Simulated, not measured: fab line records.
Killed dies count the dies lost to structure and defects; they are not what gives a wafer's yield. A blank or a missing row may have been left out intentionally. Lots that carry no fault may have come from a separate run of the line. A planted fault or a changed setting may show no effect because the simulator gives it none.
Which tool is to blame? | flow gf180mcu | 15 lots, 45 wafers sampled, at 4 steps of a route of 602

== WHAT EACH GAUGE READ, for each wafer ==
The record holds no reading of a measuring or inspecting step that can be judged against a usual standard deviation.

== TOOL THAT RAN EACH LOT (tool first, then ch and the chambers of the sampled wafers, then the start) ==
lot  | GF_M3_SPUTTER_03            | GF_M3_STRIP_17                      | GF_V3_STRIP_18                      | GF_V3_CVD_23
L605 | pvdSputter-02, day 20 11:08 | plasmaAsher-04 ch 0, day 21 11:32   | plasmaAsher-02 ch 0,1, day 22 12:57 | cvdW-02 ch 0,1, day 22 13:35
L606 | pvdSputter-04, day 20 14:38 | plasmaAsher-04 ch 0,1, day 21 14:50 | plasmaAsher-02 ch 0,1, day 22 15:55 | cvdW-02 ch 0,1, day 22 16:34
L607 | pvdSputter-02, day 20 23:32 | plasmaAsher-04 ch 0,1, day 21 23:50 | plasmaAsher-04 ch 0,1, day 23 00:51 | cvdW-01 ch 1, day 23 01:29
L609 | pvdSputter-02, day 21 19:23 | plasmaAsher-01 ch 0,1, day 22 19:02 | plasmaAsher-02 ch 0,1, day 23 18:50 | cvdW-01 ch 0,1, day 23 19:28
L610 | pvdSputter-04, day 22 02:28 | plasmaAsher-02 ch 0,1, day 23 01:43 | plasmaAsher-04 ch 0,1, day 24 00:44 | cvdW-02 ch 0,1, day 24 01:22
L612 | pvdSputter-03, day 23 00:44 | plasmaAsher-01 ch 0,1, day 23 23:06 | plasmaAsher-04 ch 0,1, day 24 22:29 | cvdW-02 ch 0,1, day 24 23:08
L613 | pvdSputter-02, day 23 08:07 | plasmaAsher-04 ch 0,1, day 24 06:50 | plasmaAsher-04 ch 0,1, day 25 05:06 | cvdW-02 ch 0,1, day 25 05:44
L614 | pvdSputter-04, day 24 04:35 | plasmaAsher-02 ch 0,1, day 25 02:19 | plasmaAsher-03 ch 0,1, day 26 00:48 | cvdW-02 ch 0,1, day 26 01:26
L615 | pvdSputter-03, day 24 11:27 | plasmaAsher-04 ch 0,1, day 25 09:02 | plasmaAsher-02 ch 0,1, day 26 07:17 | cvdW-02 ch 0,1, day 26 07:56
L622 | pvdSputter-02, day 26 09:09 | plasmaAsher-04 ch 0,1, day 27 06:03 | plasmaAsher-02 ch 0,1, day 28 03:41 | cvdW-02 ch 0,1, day 28 04:19
L623 | pvdSputter-02, day 26 14:54 | plasmaAsher-02 ch 0,1, day 27 11:08 | plasmaAsher-04 ch 0,1, day 28 08:14 | cvdW-01 ch 0,1, day 28 08:52
L624 | pvdSputter-04, day 26 20:56 | plasmaAsher-02 ch 0,1, day 27 17:37 | plasmaAsher-04 ch 0,1, day 28 14:53 | cvdW-02 ch 0,1, day 28 15:32
L626 | pvdSputter-04, day 27 10:59 | plasmaAsher-04 ch 0,1, day 28 06:26 | plasmaAsher-04 ch 0,1, day 29 03:53 | cvdW-01 ch 0,1, day 29 04:34
L627 | pvdSputter-04, day 27 15:32 | plasmaAsher-04 ch 0,1, day 28 11:38 | plasmaAsher-04 ch 0,1, day 29 08:03 | cvdW-01 ch 0,1, day 29 08:44
L628 | pvdSputter-03, day 28 02:50 | plasmaAsher-04 ch 0,1, day 28 22:13 | plasmaAsher-02 ch 0,1, day 29 18:51 | cvdW-01 ch 0,1, day 29 19:29
- GF_M3_SPUTTER_03: material Ti, target thk 10 nm, time 6.7 s.
- GF_M3_STRIP_17: strips in O2/N2.
- GF_V3_STRIP_18: strips in O2/N2.
- GF_V3_CVD_23: deposits W, target thk 350 nm, time 104.9 s.

== AS READ BY THE TOOLS THEMSELVES (means over the sampled wafers that have a number; for cases with no such wafer, the mark the record gives instead) ==
GF_M3_SPUTTER_03. Usual: throttleValvePct at 30.3 %, with a standard deviation of 1.2.
lot  | tool          | throttleValvePct (%) | flag
L605 | pvdSputter-02 | 30.2                 | 
L606 | pvdSputter-04 | 30.1                 | 
L607 | pvdSputter-02 | 30.7                 | 
L609 | pvdSputter-02 | 31.1                 | 
L610 | pvdSputter-04 | 29.8                 | 
L612 | pvdSputter-03 | 30.3                 | 
L613 | pvdSputter-02 | 30.3                 | 
L614 | pvdSputter-04 | 30.3                 | 
L615 | pvdSputter-03 | 29.7                 | 
L622 | pvdSputter-02 | 30.2                 | 
L623 | pvdSputter-02 | 30.7                 | 
L624 | pvdSputter-04 | 30.2                 | 
L626 | pvdSputter-04 | 30.3                 | 
L627 | pvdSputter-04 | 30.2                 | 
L628 | pvdSputter-03 | 29.0                 | 

GF_M3_STRIP_17. Usual: chamberPressureMTorr 1500.0 mTorr, standard deviation 1.5; drypumpMotorCurrentA 5.8 A, standard deviation 0.39; heaterPowerW 325 W, standard deviation 32; o2FlowSccm 2999 sccm, standard deviation 8; oesProductAu 0.559 a.u., standard deviation 0.0047; stripTimeToEndpointS 7.87 s, standard deviation 0.04.
lot  | tool           | chamberPressureMTorr (mTorr) | drypumpMotorCurrentA (A) | heaterPowerW (W) | o2FlowSccm (sccm) | oesProductAu (a.u.) | stripTimeToEndpointS (s) | flag
L605 | plasmaAsher-04 | 1497.9                       | 5.6                      | 301              | 2997              | 0.554               | 7.83                     | 
L606 | plasmaAsher-04 | 1499.8                       | 6.0                      | 305              | 3001              | 0.562               | 7.88                     | 
L607 | plasmaAsher-04 | 1499.5                       | 5.8                      | 305              | 2997              | 0.565               | 7.90                     | 
L609 | plasmaAsher-01 | 1500.0                       | 5.2                      | 348              | 3001              | 0.559               | 7.89                     | 
L610 | plasmaAsher-02 | 1500.5                       | 5.9                      | 366              | 3001              | 0.561               | 7.88                     | 
L612 | plasmaAsher-01 | 1500.5                       | 5.2                      | 342              | 2993              | 0.560               | 7.88                     | 
L613 | plasmaAsher-04 | 1499.8                       | 6.1                      | 303              | 2995              | 0.557               | 7.81                     | 
L614 | plasmaAsher-02 | 1499.8                       | 6.0                      | 351              | 3008              | 0.558               | 7.88                     | 
L615 | plasmaAsher-04 | 1498.5                       | 5.8                      | 304              | 3007              | 0.556               | 7.85                     | 
L622 | plasmaAsher-04 | 1499.8                       | 5.8                      | 298              | 2996              | 0.557               | 7.93                     | 
L623 | plasmaAsher-02 | 1499.2                       | 6.1                      | 348              | 2991              | 0.561               | 7.92                     | 
L624 | plasmaAsher-02 | 1499.5                       | 6.0                      | 346              | 3007              | 0.556               | 7.87                     | 
L626 | plasmaAsher-04 | 1500.5                       | 5.8                      | 304              | 2998              | 0.557               | 7.85                     | 
L627 | plasmaAsher-04 | 1500.0                       | 6.0                      | 304              | 2995              | 0.554               | 7.84                     | 
L628 | plasmaAsher-04 | 1499.7                       | 6.1                      | 302              | 3008              | 0.564               | 7.91                     | 

GF_V3_STRIP_18. Usual: chamberPressureMTorr 1500.1 mTorr, standard deviation 1.3; drypumpMotorCurrentA 5.8 A, standard deviation 0.45; heaterPowerW 329 W, standard deviation 31; o2FlowSccm 3000 sccm, standard deviation 9.5; oesProductAu 0.593 a.u., standard deviation 0.0049.
lot  | tool           | chamberPressureMTorr (mTorr) | drypumpMotorCurrentA (A) | heaterPowerW (W) | o2FlowSccm (sccm) | oesProductAu (a.u.) | flag
L605 | plasmaAsher-02 | 1501.4                       | 5.9                      | 366              | 3016              | 0.593               | 
L606 | plasmaAsher-02 | 1498.9                       | 6.0                      | 342              | 3005              | 0.589               | 
L607 | plasmaAsher-04 | 1499.6                       | 5.8                      | 300              | 2986              | 0.595               | 
L609 | plasmaAsher-02 | 1500.2                       | 6.0                      | 342              | 2992              | 0.592               | 
L610 | plasmaAsher-04 | 1500.8                       | 5.8                      | 304              | 2990              | 0.594               | 
L612 | plasmaAsher-04 | 1499.9                       | 6.1                      | 304              | 3015              | 0.595               | 
L613 | plasmaAsher-04 | 1499.8                       | 5.8                      | 300              | 2994              | 0.588               | 
L614 | plasmaAsher-03 | 1499.1                       | 5.3                      | 337              | 3002              | 0.592               | 
L615 | plasmaAsher-02 | 1500.9                       | 5.9                      | 369              | 2994              | 0.597               | 
L622 | plasmaAsher-02 | -                            | -                        | -                | -                 | -                   | OFF
L623 | plasmaAsher-04 | -                            | -                        | -                | -                 | -                   | OFF
L624 | plasmaAsher-04 | -                            | -                        | -                | -                 | -                   | OFF
L626 | plasmaAsher-04 | 1499.0                       | 5.8                      | 307              | 2995              | 0.593               | 
L627 | plasmaAsher-04 | 1499.1                       | 5.8                      | 302              | 2992              | 0.599               | 
L628 | plasmaAsher-02 | 1499.4                       | 5.9                      | 368              | 2999              | 0.593               | 

GF_V3_CVD_23. Usual: heaterPowerW at 751 W, with a standard deviation of 89.
lot  | tool    | heaterPowerW (W) | flag
L605 | cvdW-02 | 795              | 
L606 | cvdW-02 | 782              | 
L607 | cvdW-01 | 816              | 
L609 | cvdW-01 | 706              | 
L610 | cvdW-02 | 793              | 
L612 | cvdW-02 | 734              | 
L613 | cvdW-02 | 742              | 
L614 | cvdW-02 | 790              | 
L615 | cvdW-02 | 734              | 
L622 | cvdW-02 | 734              | 
L623 | cvdW-01 | 712              | 
L624 | cvdW-02 | 800              | 
L626 | cvdW-01 | 764              | 
L627 | cvdW-01 | 756              | 
L628 | cvdW-01 | 772              | 

== THE ANSWER, worked out from the rows above alone ==
Rule: a lot counts as off when the mean over its wafers that have a number is more than 3 standard deviations away from the usual mean. Also off: a lot with no number at a reading for which 4 or more lots have one. Where the step has rows for the other lots, those lots are counted as sound. Order of review: gauges by route order, followed by the tools' own readings, for which a lot's mean as printed above is used. The first step at which some lot is off is used, and at that step the reading that is off furthest; a lot without a number counts as furthest.
Off: L622, L623, L624, at GF_V3_STRIP_18 (chamberPressureMTorr). Without a number there: L622, L623, L624.
A tool fits if, at that step or a process step before it, it ran every lot that is off, and no sound lot after the first of them. None of those tried fits.

== WHAT THE SIMULATOR PUT IN ==
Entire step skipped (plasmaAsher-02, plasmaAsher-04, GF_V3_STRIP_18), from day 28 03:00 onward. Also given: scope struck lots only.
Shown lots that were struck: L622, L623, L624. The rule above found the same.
